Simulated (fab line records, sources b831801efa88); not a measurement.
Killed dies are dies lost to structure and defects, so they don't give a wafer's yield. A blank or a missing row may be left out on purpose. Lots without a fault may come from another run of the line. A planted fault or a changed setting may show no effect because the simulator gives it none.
Problem report in the 8D (eight disciplines) form, filled by code | flow gf180mcu | the parts of the form that need people (team, actions taken, sign-off) are left out

1. THE PROBLEM
VT_IMPLANT_2_TW at GF_VT_IMPLANT_TW_MEAS_21 reads a mean of 1118 on 3 wafers of 2 lots; wafers without a fault read 1205 with a standard deviation of 5.3. That is -16 standard deviations from the usual mean.
First seen on wafer L201.1, day 10 06:24, on film_metro-03. The record holds 40 wafers of 14 lots with a number at this step. Rule for "out", or "out of limits": more than 4 standard deviations from the usual mean. The other wafers with a number count as sound.

2. WHAT IT IS AND WHAT IT IS NOT
question                    | is                           | is not
which readings at this step | VT_IMPLANT_2_TW              | -
which lots                  | L201, L203                   | L186, L189, L191, L193, L194, L196, L197, L198, L199, L200, L204, L207
which wafers of those lots  | L201.1, L201.4, L203.1       | L203.6
read on which gauges        | film_metro-03, film_metro-04 | film_metro-02
when                        | from day 10 06:24            | up to then (30 sound wafers); but 7 sound wafers of L203, L204, L207 came after

3. SUSPECTS, AND WHAT RULES EACH OUT
Counting: a tool at a process step up to the reading stays a suspect if it ran every lot that is out. Sound lots after the first of them don't rule it out here, since some wafers of a struck lot are sound.
- the gauge at GF_VT_IMPLANT_TW_MEAS_21: ruled out. The wafers that are out were read on 2 gauges (film_metro-03, film_metro-04).
- plasma_asher-04 at GF_NWELL_STRIP_10 (strips in O2/N2): kept. It ran every lot that is out, first L201 (day 6 17:54); its last sound lot up to then is L198 (day 6 00:39).
- implanter-03 at GF_VT_IMPLANT_IMPLANT_19: kept. It ran every lot that is out, first L201 (day 10 06:09); its last sound lot up to then is L200 (day 9 23:36). Its own readings are out on those wafers: beam_on_s, faraday_current_uA.
Left after counting: plasma_asher-04 at GF_NWELL_STRIP_10, implanter-03 at GF_VT_IMPLANT_IMPLANT_19.

4. THE CAUSE (what the simulator had put in)
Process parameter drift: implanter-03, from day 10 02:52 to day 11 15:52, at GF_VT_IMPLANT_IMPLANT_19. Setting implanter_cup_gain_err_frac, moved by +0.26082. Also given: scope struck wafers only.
Counting left 2 suspects, and this tool is among them.

5. THE CHAIN OF EFFECTS, in route order
Each row: a reading whose mean over the struck wafers that have a number lies more than 3 standard deviations from the usual. Only readings for which the record gives a usual standard deviation are gone through. hours: the time from each lot's start at the first step in this table that gives one to its start at this step, as a median over the lots. sigmas: the change in usual standard deviations.
hours | step                     | reading            | usual  | on struck wafers | change | sigmas
0     | GF_VT_IMPLANT_IMPLANT_19 | beam_on_s          | 9.99 s | 7.92             | -2.07  | -11
0     | GF_VT_IMPLANT_IMPLANT_19 | faraday_current_uA | 24.6   | 31.0             | +6.4   | +14
0     | GF_VT_IMPLANT_TW_MEAS_21 | VT_IMPLANT_2_TW    | 1205   | 1118             | -87    | -16
The process steps in it:
- GF_VT_IMPLANT_IMPLANT_19

6. WHAT WOULD HAVE CAUGHT IT SOONER
In this record the first reading out of limits at a measuring or inspecting step was taken at day 10 06:24, 4 hours after the fault began at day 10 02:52.
The tool's own readings at GF_VT_IMPLANT_IMPLANT_19 were out on every struck wafer that the step has a row for (beam_on_s, faraday_current_uA): an alarm limit on them would have fired on the first of those.
Of the lots that are out (2), L203 began GF_VT_IMPLANT_IMPLANT_19 on implanter-03 after day 10 06:24. A hold on the tool at that time would have spared it.
